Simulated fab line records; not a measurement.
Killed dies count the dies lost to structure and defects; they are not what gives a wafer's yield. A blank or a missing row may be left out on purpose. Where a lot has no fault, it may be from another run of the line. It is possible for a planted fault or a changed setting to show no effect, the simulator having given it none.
fab line records + flow sky130
[record]
- lots = 14
- wafers = 42
- lastDay = 50
route steps=708 shown VIA3@592 PAD_OPEN@708
lots that met no fault: taken from a fault-free run of the same line
startH: start of the lot's first displayed wafer, in hours after the record's first day + waitH: hours elapsed since this lot's preceding step + " as in the row above + L1.1+2: a row that stands for several wafers + - value missing, or start not given + * or withheld: withheld + < > ~ a bound
route shown NAME@n: a module of which the file shows steps, and the number in the route of the first + usual: the fault-free wafers' mean and standard deviation + same: alike in all rows + chamber/n: place in a boat + sites: readings site by site + _std_site: the standard deviation of these + _edge_site: mean of outer sites minus mean of inner sites + radiusMm: for every site, how far away it sits from the centre of the wafer + mask NAME#n: copy n + behind: the most recent tool/chamber to have shaped the wafer + hold: the reason the lot was held/the length of the hold in hours/how it ended + device: names the non-switching transistor (n, p or np) + end of line: tests run on the same wafers once the route is complete + step lacking rows: just its recipe + killed: the dies lost at the first sort to structure and to defects; this is not the yield of the wafer + map: dies across one wafer; x = killed, . = not, _ = none there
set.NAME: the setting the step ran with; set.NAME@STEP: the setting that earlier step ran with + model.NAME: the simulator's own value behind a step, which no gauge read
the route's steps for a sample of lots (tables are steps, rows are wafers)
services: the hour from which a tool's chamber was out of use, counted from the record's first day as startH (under 0 if before that day), plus the number of hours and why
[[steps]]
[step SKY_VIA3_CLEAN_19]
[recipe]
- chemistry = O3/DIW
- dry = n2Spin
| lot.wafer  | tool        | chamber | startH  | waitH |
|------------|-------------|---------|---------|-------|
| L480.3+4+5 | wetBench-03 | 0       | 919.21  | 0.0   |
| L481.1+4+6 | wetBench-02 | 0       | 932.02  | 0.0   |
| L482.1+4+5 | wetBench-02 | 2       | 940.65  | 0.0   |
| L483.1+3+6 | wetBench-02 | 1       | 948.75  | 0.0   |
| L485.2+3+4 | wetBench-02 | 0       | 966.13  | 0.0   |
| L487.3+4+5 | wetBench-03 | 2       | 983.86  | 0.0   |
| L488.2+4+5 | wetBench-04 | 2       | 990.90  | 0.0   |
| L489.1+3+5 | wetBench-02 | 2       | 991.63  | 0.0   |
| L491.2+3+6 | wetBench-02 | 1       | 1005.89 | 0.0   |
| L492.1+2+4 | wetBench-02 | 2       | 1013.50 | 0.0   |
| L496.3+5+6 | wetBench-04 | 3       | 1037.40 | 0.0   |
| L500.1+2+3 | wetBench-03 | 1       | 1072.21 | 0.0   |
| L502.3+4+5 | wetBench-03 | 0       | 1075.59 | 0.0   |
| L503.1+2+6 | wetBench-03 | 1       | 1080.80 | 0.0   |
[step SKY_PAD_OPEN_PROBE_99]
[usual]
- defectLimitedYield = 82.5/1.7
- killed_at_M0_to_M3 = 43/6.7
- killed_at_M4_up = 3.2/1.8
- killedAtContacts = 24/4.8
- killedAtFrontEnd = 16/4.2
- killedAtOther = 0.3/0.56
- killedDies = 86/8.5
- killedOpen = 47/6.7
- killedShort = 39/6
- sort_bin_3_pad_short = 0.9/0.45
- sort_bin_5_function = 10.3/1.6
- sort_bin_6_memory = 6.3/1
- sortNPass = 406/8.5
- sortYieldPct = 82.5/1.7
[same]
- grossDies = 492
- killedAtBackSide = 0
- sort_bin_4_leakage[%] = 0
- sort_bin_8_speed[%] = 0
| lot.wafer | tool      | chamber | startH  | waitH | defectLimitedYield[%] | killed_at_M0_to_M3 | killed_at_M4_up | killedAtContacts | killedAtFrontEnd | killedAtOther | killedDies | killedOpen | killedShort | sort_bin_3_pad_short[%] | sort_bin_5_function[%] | sort_bin_6_memory[%] | sortNPass | sortYieldPct[%] |
|-----------|-----------|---------|---------|-------|-----------------------|--------------------|-----------------|------------------|------------------|---------------|------------|------------|-------------|-------------------------|------------------------|----------------------|-----------|-----------------|
| L482.1    | prober-01 | -       | 1084.06 | 0.1   | 82.3                  | 37                 | 4               | 24               | 22               | 0             | 87         | 51         | 34          | 0.6                     | 10.4                   | 6.7                  | 405       | 82.3            |
| L482.4    | prober-01 | -       | 1084.21 | 0.2   | 80.7                  | 53                 | 6               | 18               | 18               | 0             | 95         | 49         | 44          | 0.4                     | 10.8                   | 8.1                  | 397       | 80.7            |
| L482.5    | prober-01 | -       | 1084.26 | 0.2   | 81.1                  | 44                 | 3               | 29               | 16               | 1             | 93         | 51         | 40          | 0.6                     | 11.4                   | 6.9                  | 399       | 81.1            |
| L485.2    | prober-02 | -       | 1106.62 | 0.1   | 84.3                  | 39                 | 1               | 23               | 14               | 0             | 77         | 41         | 36          | 0.2                     | 9.6                    | 5.9                  | 415       | 84.3            |
| L485.3    | prober-02 | -       | 1106.67 | 0.2   | 82.7                  | 41                 | 4               | 25               | 15               | 0             | 85         | 47         | 37          | 0.2                     | 9.8                    | 7.3                  | 407       | 82.7            |
| L485.4    | prober-02 | -       | 1106.72 | 0.2   | 81.5                  | 43                 | 3               | 28               | 17               | 0             | 91         | 44         | 46          | 1.6                     | 9.6                    | 7.3                  | 401       | 81.5            |
| L491.2    | prober-02 | -       | 1138.50 | 0.1   | 75.8                  | 78                 | 6               | 23               | 11               | 1             | 119        | 47         | 36          | 3.5                     | 13.8                   | 6.9                  | 373       | 75.8            |
| L491.3    | prober-02 | -       | 1138.55 | 0.2   | 75.0                  | 77                 | 3               | 28               | 14               | 1             | 123        | 48         | 37          | 3.7                     | 15.9                   | 5.5                  | 369       | 75.0            |
| L491.6    | prober-02 | -       | 1138.70 | 0.2   | 74.8                  | 83                 | 3               | 22               | 16               | 0             | 124        | 37         | 51          | 5.3                     | 13.8                   | 6.1                  | 368       | 74.8            |
| L492.1    | prober-01 | -       | 1144.96 | 0.1   | 67.7                  | 105                | 2               | 36               | 16               | 0             | 159        | 46         | 42          | 4.7                     | 18.7                   | 8.9                  | 333       | 67.7            |
| L492.2    | prober-01 | -       | 1145.01 | 0.1   | 70.7                  | 103                | 2               | 21               | 18               | 0             | 144        | 46         | 35          | 5.3                     | 17.5                   | 6.5                  | 348       | 70.7            |
| L492.4    | prober-01 | -       | 1145.11 | 0.2   | 75.0                  | 89                 | 2               | 20               | 12               | 0             | 123        | 31         | 26          | 5.1                     | 14.0                   | 5.9                  | 369       | 75.0            |
| L496.3    | prober-01 | -       | 1163.80 | 0.2   | 83.5                  | 44                 | 2               | 21               | 14               | 0             | 81         | 47         | 34          | 0.6                     | 9.3                    | 6.5                  | 411       | 83.5            |
| L500.1    | prober-01 | -       | 1190.91 | 0.1   | 82.5                  | 38                 | 3               | 27               | 18               | 0             | 86         | 44         | 41          | 0.2                     | 11.4                   | 5.9                  | 406       | 82.5            |
| L500.2    | prober-01 | -       | 1190.96 | 0.1   | 81.5                  | 44                 | 3               | 24               | 19               | 1             | 91         | 46         | 44          | 1.6                     | 9.3                    | 7.5                  | 401       | 81.5            |
| L500.3    | prober-01 | -       | 1191.01 | 0.2   | 84.1                  | 44                 | 3               | 13               | 18               | 0             | 78         | 42         | 34          | 1.2                     | 8.7                    | 5.9                  | 414       | 84.1            |
// killed by level:class
L482.1 CONTACT:geometricParticle:open=9 VIA1:geometricParticle:open=8 VIA2:geometricParticle:open=8 FIELD_ISO:geometricParticle:open=6 FIELD_ISO:geometricParticle:short=6 LI_CONTACT:geometricParticle:open=5 CONTACT:geometricParticle:short=5 METAL2:geometricParticle:short=5
L482.4 VIA2:geometricParticle:open=11 POLY_GATE:geometricParticle:open=8 VIA1:geometricParticle:open=8 CONTACT:geometricParticle:open=7 METAL3:geometricParticle:short=6 POLY_GATE:geometricParticle:short=5 CONTACT:geometricParticle:short=5 METAL1:geometricParticle:short=5
L482.5 VIA1:geometricParticle:open=14 CONTACT:geometricParticle:open=10 METAL2:geometricParticle:short=8 LI_CONTACT:geometricParticle:open=7 CONTACT:geometricParticle:short=7 POLY_GATE:geometricParticle:open=6 VIA2:geometricParticle:open=6 VIA3:geometricParticle:open=6
L485.2 VIA1:geometricParticle:open=10 CONTACT:geometricParticle:open=9 LI_CONTACT:geometricParticle:open=8 VIA1:geometricParticle:short=7 POLY_GATE:geometricParticle:open=5 METAL1:geometricParticle:short=5 VIA2:geometricParticle:short=5 POLY_GATE:geometricParticle:short=4
L485.3 LI_CONTACT:geometricParticle:open=7 CONTACT:geometricParticle:open=7 VIA3:geometricParticle:open=7 FIELD_ISO:geometricParticle:open=6 VIA1:geometricParticle:open=5 VIA2:geometricParticle:open=5 LI_CONTACT:geometricParticle:short=4 CONTACT:geometricParticle:short=4
L485.4 CONTACT:geometricParticle:open=12 VIA1:geometricParticle:open=8 CONTACT:geometricParticle:short=8 METAL2:geometricParticle:short=8 POLY_GATE:geometricParticle:short=7 VIA2:geometricParticle:open=5 VIA3:geometricParticle:open=5 POLY_GATE:geometricParticle:open=4
L491.2 VIA3:unspecified=35 VIA1:geometricParticle:open=11 CONTACT:geometricParticle:open=10 VIA2:geometricParticle:open=7 LI_CONTACT:geometricParticle:open=5 LI_CONTACT:geometricParticle:short=5 METAL1:geometricParticle:short=5 VIA3:geometricParticle:open=5
L491.3 VIA3:unspecified=38 LI_CONTACT:geometricParticle:open=10 CONTACT:geometricParticle:short=8 VIA2:geometricParticle:short=6 VIA2:geometricParticle:open=6 VIA3:geometricParticle:open=6 CONTACT:geometricParticle:open=5 FIELD_ISO:geometricParticle:open=4
L491.6 VIA3:unspecified=36 VIA1:geometricParticle:open=9 VIA1:geometricParticle:short=6 METAL1:geometricParticle:short=6 VIA3:geometricParticle:open=6 LOCAL_INTERCONNECT:geometricParticle:short=5 CONTACT:geometricParticle:short=5 VIA2:geometricParticle:short=5
L492.1 VIA3:unspecified=71 CONTACT:geometricParticle:open=16 CONTACT:geometricParticle:short=7 VIA3:geometricParticle:open=6 VIA1:geometricParticle:short=5 VIA2:geometricParticle:open=5 FIELD_ISO:geometricParticle:open=4 LOCAL_INTERCONNECT:geometricParticle:open=4
L492.2 VIA3:unspecified=63 VIA2:geometricParticle:open=7 LI_CONTACT:geometricParticle:open=6 CONTACT:geometricParticle:open=6 METAL1:geometricParticle:short=6 VIA1:geometricParticle:open=6 VIA3:geometricParticle:open=6 FIELD_ISO:geometricParticle:short=5
L492.4 VIA3:unspecified=66 CONTACT:geometricParticle:open=10 POLY_GATE:geometricParticle:short=5 LI_CONTACT:geometricParticle:open=4 FIELD_ISO:geometricParticle:open=3 FIELD_ISO:geometricParticle:short=3 VIA2:geometricParticle:short=3 VIA3:geometricParticle:open=3
L496.3 VIA1:geometricParticle:open=9 CONTACT:geometricParticle:open=7 VIA1:geometricParticle:short=7 VIA2:geometricParticle:open=7 LI_CONTACT:geometricParticle:open=6 VIA2:geometricParticle:short=5 VIA3:geometricParticle:open=5 FIELD_ISO:geometricParticle:open=4
L500.1 VIA1:geometricParticle:open=12 LI_CONTACT:geometricParticle:open=7 CONTACT:geometricParticle:open=7 LI_CONTACT:geometricParticle:short=6 VIA3:geometricParticle:open=6 CONTACT:geometricParticle:short=5 VIA2:geometricParticle:short=5 FIELD_ISO:geometricParticle:open=4
L500.2 VIA1:geometricParticle:open=13 CONTACT:geometricParticle:open=10 POLY_GATE:geometricParticle:short=8 METAL1:geometricParticle:short=7 FIELD_ISO:geometricParticle:short=5 LI_CONTACT:geometricParticle:open=5 CONTACT:geometricParticle:short=4 VIA1:geometricParticle:short=4
L500.3 VIA1:geometricParticle:open=13 VIA3:geometricParticle:short=6 FIELD_ISO:geometricParticle:open=5 LI_CONTACT:geometricParticle:open=5 METAL3:geometricParticle:short=5 METAL1:geometricParticle:short=5 CONTACT:geometricParticle:open=4 POLY_GATE:geometricParticle:short=3
[[services]]
| tool        | chamber | startH  | hours | kind   |
|-------------|---------|---------|-------|--------|
| wetBench-03 | -       | 968.10  | 5.3   | repair |
| wetBench-03 | -       | 981.10  | 1.9   | pm     |
| wetBench-02 | -       | 1047.65 | 1.2   | repair |
[[key]]
[firstSign]
- step = SKY_PAD_OPEN_PROBE_99
- reading = sort_bin_3_pad_short
- direction = up
- sigmas = 8.2
- usual = 0.9
- struck = 4.6
[effect]
- step = SKY_PAD_OPEN_PROBE_99
- reading = killed_at_M0_to_M3
- direction = up
- sigmas = 6.8
- usual = 43
- struck = 89
metAt SKY_VIA3_CLEAN_19
struckLots L491,L492
onsetBetween 991.63 1005.89
[fault]
- kind = chamberParticleSource
- tool = wetBench-02
- chamber = -
- onsetH = 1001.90
- steps = SKY_VIA3_CLEAN_19
- ratePerVisitCm2 = 2.1703
- endH = 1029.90
